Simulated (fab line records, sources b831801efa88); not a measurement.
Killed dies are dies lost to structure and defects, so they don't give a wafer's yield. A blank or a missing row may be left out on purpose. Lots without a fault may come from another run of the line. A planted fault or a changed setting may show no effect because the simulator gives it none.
Which tool did it? | flow gf180mcu | 13 lots, 39 wafers sampled, at 5 steps of a route of 602

WHAT THE GAUGES READ, wafer by wafer
GF_VT_IMPLANT_OVL_MEAS_29. Usual: VT_IMPLANT_02_OVL -1.1 nm, standard deviation 1.5.
lot  | measured     | on         | VT_IMPLANT_02_OVL (nm) | flag
L581 | day 6 22:11  | overlay-02 | -2.8 -1.5 -2.2         |
L582 | day 7 04:38  | overlay-02 | -0.8 -0.1 0.7          |
L583 | day 7 13:37  | overlay-01 | -2.6 -1.3 -3.0         |
L584 | day 7 17:11  | overlay-02 | -3.4 -2.4 -2.7         |
L588 | day 8 19:46  | overlay-02 | -1.2 0.7 -0.7          |
L590 | day 9 10:53  | overlay-01 | -1.8 -2.5 -2.7         |
L591 | day 9 18:17  | overlay-01 | -1.1 -1.8 -2.1         |
L592 | day 9 23:17  | overlay-02 | -1.1 -0.6 -0.4         |
L593 | day 10 05:01 | overlay-02 | 0.3 0.5 2.0            |
L595 | day 10 18:32 | overlay-02 | 0.5 -2.5 -0.2          |
L597 | day 11 06:38 | overlay-02 | -1.7 -2.4 -2.1         |
L601 | day 12 10:16 | overlay-01 | -0.8 -0.6 -0.1         |
L603 | day 12 23:24 | overlay-01 | -0.3 0.2 1.4           |

GF_VT_IMPLANT_TW_MEAS_32. Usual: VT_IMPLANT_3_TW 269.0, standard deviation 2.4.
lot  | measured     | on            | VT_IMPLANT_3_TW   | flag
L581 | day 6 22:29  | film_metro-01 | 269.9 268.3 270.7 |
L582 | day 7 04:55  | film_metro-02 | 269.7 271.4 271.0 |
L583 | day 7 13:55  | film_metro-04 | 267.0 266.0 266.6 |
L584 | day 7 17:29  | film_metro-04 | 266.9 267.7 267.6 |
L588 | day 8 20:10  | film_metro-04 | 265.5 265.8 266.1 |
L590 | day 9 11:11  | film_metro-01 | 270.0 270.1 269.7 |
L591 | day 9 18:35  | film_metro-04 | 265.8 265.5 265.8 |
L592 | day 9 23:34  | film_metro-01 | 271.4 267.9 269.5 |
L593 | day 10 05:19 | film_metro-02 | 271.4 272.8 270.5 |
L595 | day 10 18:55 | film_metro-04 | 262.8 266.8 267.1 |
L597 | day 11 06:56 | film_metro-01 | 270.8 269.5 270.1 |
L601 | day 12 10:34 | film_metro-04 | 266.7 265.1 264.3 |
L603 | day 12 23:41 | film_metro-02 | 268.7 271.4 268.7 |

GF_POLY_GATE_THK_MEAS_01. Usual: POLY_GATE_CVD_00_THK 199.9 nm, standard deviation 1.9.
lot  | measured     | on            | POLY_GATE_CVD_00_THK (nm) | flag
L581 | day 8 12:47  | film_metro-04 | 201.3 201.7 200.9         |
L582 | day 8 19:44  | film_metro-01 | 201.1 201.0 201.1         |
L583 | day 9 04:37  | film_metro-01 | 198.3 198.1 196.4         |
L584 | day 9 09:14  | film_metro-01 | 200.8 203.7 201.2         |
L588 | day 10 13:27 | film_metro-03 | 201.7 201.5 202.5         |
L590 | day 11 04:59 | film_metro-01 | 203.4 201.8 201.1         |
L591 | day 11 14:53 | film_metro-01 | 201.1 199.9 201.4         |
L592 | day 11 17:42 | film_metro-03 | 200.0 200.2 200.1         |
L593 | day 12 00:24 | film_metro-01 | 199.6 197.9 200.3         |
L595 | day 12 14:29 | film_metro-01 | 201.9 200.1 201.0         |
L597 | day 13 02:17 | film_metro-03 | 202.0 203.6 200.4         |
L601 | day 14 08:16 | film_metro-03 | 201.7 202.3 202.6         |
L603 | day 14 22:53 | film_metro-01 | 198.7 199.0 200.1         |

GF_HV_LDD_CD_MEAS_19: target cd 400 nm. Usual: cd_nm 401.4 nm, standard deviation 2.5.
lot  | measured     | on        | cd_nm (nm)                          | flag
L581 | day 10 20:41 | cd_sem-02 | 403.8 404.4 402.2                   |
L582 | day 11 02:04 | cd_sem-02 | 399.3 401.6 400.4                   |
L583 | day 11 13:44 | cd_sem-01 | 398.9 400.9 399.6                   |
L584 | day 11 17:31 | cd_sem-01 | 397.7 395.7 397.8                   |
L588 | day 13 01:47 | cd_sem-01 | 384.4 385.6 386.4 384.5 384.8 386.8 | OFF
L590 | day 13 16:58 | cd_sem-02 | 384.8 385.3 384.5 384.9 385.8 384.8 | OFF
L591 | day 14 03:53 | cd_sem-02 | 384.1 385.7 384.1 384.5 385.9 384.2 | OFF
L592 | day 14 07:08 | cd_sem-01 | 402.7 401.3 403.0                   |
L593 | day 14 14:49 | cd_sem-02 | 389.0 390.0 389.5 388.9 390.0 389.4 | OFF
L595 | day 15 06:05 | cd_sem-02 | 402.1 402.9 401.6                   |
L597 | day 15 19:29 | cd_sem-01 | 405.9 405.8 406.1                   |
L601 | day 17 03:28 | cd_sem-02 | 405.6 404.4 406.1                   |
L603 | day 17 20:01 | cd_sem-01 | 402.0 400.0 401.6                   |

WHICH TOOL RAN EACH LOT (tool, then ch and the chambers of the sampled wafers, then the start)
lot  | GF_HV_LDD_EXPOSE_16
L581 | iline_stepper-01 ch 0, day 10 12:05
L582 | iline_stepper-02 ch 0, day 10 17:04
L583 | iline_stepper-01 ch 0, day 11 04:40
L584 | iline_stepper-02 ch 0, day 11 08:29
L588 | iline_stepper-01 ch 0, day 12 16:08
L590 | iline_stepper-01 ch 0, day 13 07:04
L591 | iline_stepper-01 ch 0, day 13 17:41
L592 | iline_stepper-02 ch 0, day 13 21:01
L593 | iline_stepper-01 ch 0, day 14 05:03
L595 | iline_stepper-02 ch 0, day 14 19:23
L597 | iline_stepper-02 ch 0, day 15 09:02
L601 | iline_stepper-02 ch 0, day 16 17:03
L603 | iline_stepper-02 ch 0, day 17 09:06
- GF_HV_LDD_EXPOSE_16: exposes mask Pplus LV AREA, target cd 400 nm.

WHAT THE TOOLS THEMSELVES READ (means of the sampled wafers that have a number; where no wafer has one, the mark that the record gives instead)
GF_HV_LDD_EXPOSE_16. Usual: exposure_dose_mJ_cm2 140.02, standard deviation 0.12; focus_offset_nm 0.1 nm, standard deviation 0.6; reticle_temp_C 23.03 C, standard deviation 0.11.
lot  | tool             | exposure_dose_mJ_cm2 | focus_offset_nm (nm) | reticle_temp_C (C) | flag
L581 | iline_stepper-01 | 140.06               | -0.2                 | 23.11              |
L582 | iline_stepper-02 | 140.07               | 0.3                  | 23.10              |
L583 | iline_stepper-01 | 140.07               | -0.4                 | 23.02              |
L584 | iline_stepper-02 | 140.09               | -0.2                 | 22.96              |
L588 | iline_stepper-01 | 132.75               | 0.6                  | 23.04              | OFF
L590 | iline_stepper-01 | 132.63               | -0.2                 | 22.99              | OFF
L591 | iline_stepper-01 | 132.65               | 0.0                  | 23.03              | OFF
L592 | iline_stepper-02 | 139.99               | 0.9                  | 22.86              |
L593 | iline_stepper-01 | 132.72               | 0.1                  | 23.09              | OFF
L595 | iline_stepper-02 | 140.09               | -1.1                 | 23.06              |
L597 | iline_stepper-02 | 140.09               | -0.0                 | 23.03              |
L601 | iline_stepper-02 | 139.92               | 0.5                  | 22.92              |
L603 | iline_stepper-02 | 140.03               | 0.2                  | 22.99              |

THE ANSWER, worked out from the rows above alone
Rule: a lot is off if the mean of its wafers that have a number lies more than 3 standard deviations from the usual mean. A lot without any number at a reading at which 4 lots or more have one is off too. The other lots that the step has rows for count as sound. The gauges are gone through in route order, then the tools' own readings, and for those a lot's mean is taken as printed above. The first step at which some lot is off is used, and at that step the reading that is off furthest; a lot without a number counts as furthest.
Off: L588, L590, L591, L593, at GF_HV_LDD_CD_MEAS_19 (cd_nm).
A tool fits if, at a process step before that reading, it ran every lot that is off, and no sound lot after the first of them. The gauges at GF_HV_LDD_CD_MEAS_19 aren't tried: what is off there is off at GF_HV_LDD_EXPOSE_16 too, on other tools, and a gauge's error can't cause that. One fits: iline_stepper-01 at GF_HV_LDD_EXPOSE_16. Its last sound lot is L583 (day 11 04:40), its first lot that is off L588 (day 12 16:08): a fault that began between those two fits.
The tool's own readings at GF_HV_LDD_EXPOSE_16 bear it out: on the lots that are off they differ by more than 5 times the standard deviation of the sound lots' means. exposure_dose_mJ_cm2 reads 132.69 there against 140.05 on the sound lots.

WHAT THE SIMULATOR HAD PUT IN
Process parameter drift: iline_stepper-01, from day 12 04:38 on, at GF_HV_LDD_EXPOSE_16. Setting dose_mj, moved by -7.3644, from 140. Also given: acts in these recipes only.
Lots struck among those shown: L588, L590, L591, L593. The rule above found the same.
